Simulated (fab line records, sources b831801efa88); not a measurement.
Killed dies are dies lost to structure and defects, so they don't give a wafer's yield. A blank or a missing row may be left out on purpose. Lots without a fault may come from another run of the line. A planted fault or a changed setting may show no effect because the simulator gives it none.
A struck lot beside a sound one | flow sky130 | 21 steps out of a route of 708
Sound: wafers L700.2, L700.3, L700.6. Struck: wafers L690.4, L690.5, L690.6. The cause comes at the end.
At each step with rows: each side's tool, then ch and its chambers, then its first start. Under that, the readings that differ: sound wafers | struck wafers | difference of the means | sigmas: that difference in standard deviations of wafers without a fault.
alike: readings whose means differ by less than 2 such deviations, and words and numbers that are the same on both sides. not compared: withheld readings, readings that some wafer has no value for, bounds like >300 that may hide the same value, and numbers for which the record gives no deviation and whose values overlap.
The two part at a step that has a row with sigmas, a row that says differs or no value, or rows on one side only. Numbers that don't overlap but have no deviation are shown without sigmas and don't part them. A reading that every wafer of one side lacks parts them only if that side has two wafers or more.

first, 1 step without rows for these wafers: SKY_RES_XHIGH_IMPLANT_07.
SKY_RES_XHIGH_STRIP_08: strips in O2/N2.
  sound on plasma_asher-01 ch 0, day 32 11:26; struck on plasma_asher-01 ch 0,1, day 29 11:25
  alike: drypump_motor_current_A, oes_product_au, strip_time_to_endpoint_s
  not compared: rf_hours_counter_h
SKY_RES_XHIGH_TW_MEAS_09:
  sound on film_metro-04, day 32 11:32; struck on film_metro-03, day 29 11:31
  alike: RES_XHIGH_TW
then, 7 steps without rows for these wafers: SKY_SD_N_DEHYDRATE_00 (time 60 s); SKY_SD_N_HMDS_01 (prime time 60 s); SKY_SD_N_COAT_02 (resist thk 1140 nm); SKY_SD_N_SOFTBAKE_03 (time 60 s); SKY_SD_N_EXPOSE_04 (exposes mask NSDM, target cd 380 nm); SKY_SD_N_PEB_05; SKY_SD_N_DEVELOP_06 (develop time 60 s).
SKY_SD_N_CD_MEAS_07: target cd 380 nm.
  sound on cd_sem-02, day 33 13:48; struck on cd_sem-01, day 30 15:58
  alike: cd_nm
SKY_SD_N_OVL_MEAS_08:
  sound on overlay-02, day 33 13:55; struck on overlay-02, day 30 16:02
  alike: SD_N_OVL
SKY_SD_N_IMPLANT_09:
  sound on implanter-04 ch 0, day 33 13:58; struck on implanter-01 ch 0, day 30 16:08
  reading                          | sound                     | struck                    | difference | sigmas
  beam_energy_keV                  | 50.003 49.989 49.991      | 52.394 52.376 52.411      | +2.399     | +99 or more
  end_station_pressure_torr (Torr) | 1.38e-05 1.4e-05 1.36e-05 | 1.5e-05 1.62e-05 1.56e-05 | +1.8e-06   | +2
  model.implant.rp_nm (nm)         | 31.34 31.34 31.34         | 32.01 32.01 32.01         | +0.67      |
  model.implant.drp_nm (nm)        | 14.11 14.11 14.11         | 14.62 14.62 14.62         | +0.51      |
  alike: tilt_deg
then, 1 step without rows for these wafers: SKY_SD_N_IMPLANT_10.
SKY_SD_N_STRIP_11: strips in O2/N2.
  sound on plasma_asher-03 ch 0, day 33 14:14; struck on plasma_asher-03 ch 0,1, day 30 16:23
  reading                      | sound             | struck            | difference | sigmas
  strip_time_to_endpoint_s (s) | 22.59 22.54 22.57 | 22.96 22.97 22.95 | +0.39      | +9
  alike: drypump_motor_current_A, oes_product_au
  not compared: rf_hours_counter_h
SKY_SD_N_TW_MEAS_12:
  sound on film_metro-04, day 33 14:21; struck on film_metro-03, day 30 16:29
  alike: SD_N_TW
then, 1 step without rows for these wafers: SKY_SD_N_CLEAN_13 (cleans in SC1/SC2, time 150 s).
SKY_SD_N_RTA_14: time 2 s.
  sound on rtp_anneal-02 ch 0, day 33 14:28; struck on rtp_anneal-02 ch 0, day 30 16:36
  alike: anneal_temp_c_max, lamp_power_pct, ramp_up_c_per_s, wafer_temp_C_max
SKY_SD_N_RS_MEAS_16: measures by four-point-probe.
  sound on film_metro-01, day 33 14:44; struck on film_metro-01, day 30 16:49
  reading          | sound             | struck            | difference | sigmas
  SD_N_RS (ohm/sq) | 68.64 68.51 68.60 | 66.85 66.74 66.83 | -1.78      | -12
SKY_SD_N_RS_MEAS_17: measures by four-point-probe.
  sound on film_metro-01, day 33 14:51; struck on film_metro-01, day 30 16:56
  alike: SD_P_RS
-- the record jumps here: 17 days lie between the struck wafers' starts before and after (it left off in module SD_N and takes up again in module PAD_OPEN, whose first step shown is number 708 of the route) --
SKY_PAD_OPEN_PROBE_99:
  sound on prober-02, day 49 18:59; struck on prober-02, day 47 19:03
  reading             | sound    | struck | difference | sigmas
  killed_at_front_end | 26 16 18 | 14 6 9 | -10        | -2
  alike: killed_at_M0_to_M3, killed_at_M4_up, killed_at_contacts, killed_at_other, killed_dies, killed_open, killed_short
  not compared: model.etest.res_ndiff.rs_ohm_sq, model.etest.res_ndiff_hv.rs_ohm_sq

WHERE THEY PART
First at SKY_SD_N_IMPLANT_09; last, within this record, at SKY_PAD_OPEN_PROBE_99.

WHY: what the simulator had put in
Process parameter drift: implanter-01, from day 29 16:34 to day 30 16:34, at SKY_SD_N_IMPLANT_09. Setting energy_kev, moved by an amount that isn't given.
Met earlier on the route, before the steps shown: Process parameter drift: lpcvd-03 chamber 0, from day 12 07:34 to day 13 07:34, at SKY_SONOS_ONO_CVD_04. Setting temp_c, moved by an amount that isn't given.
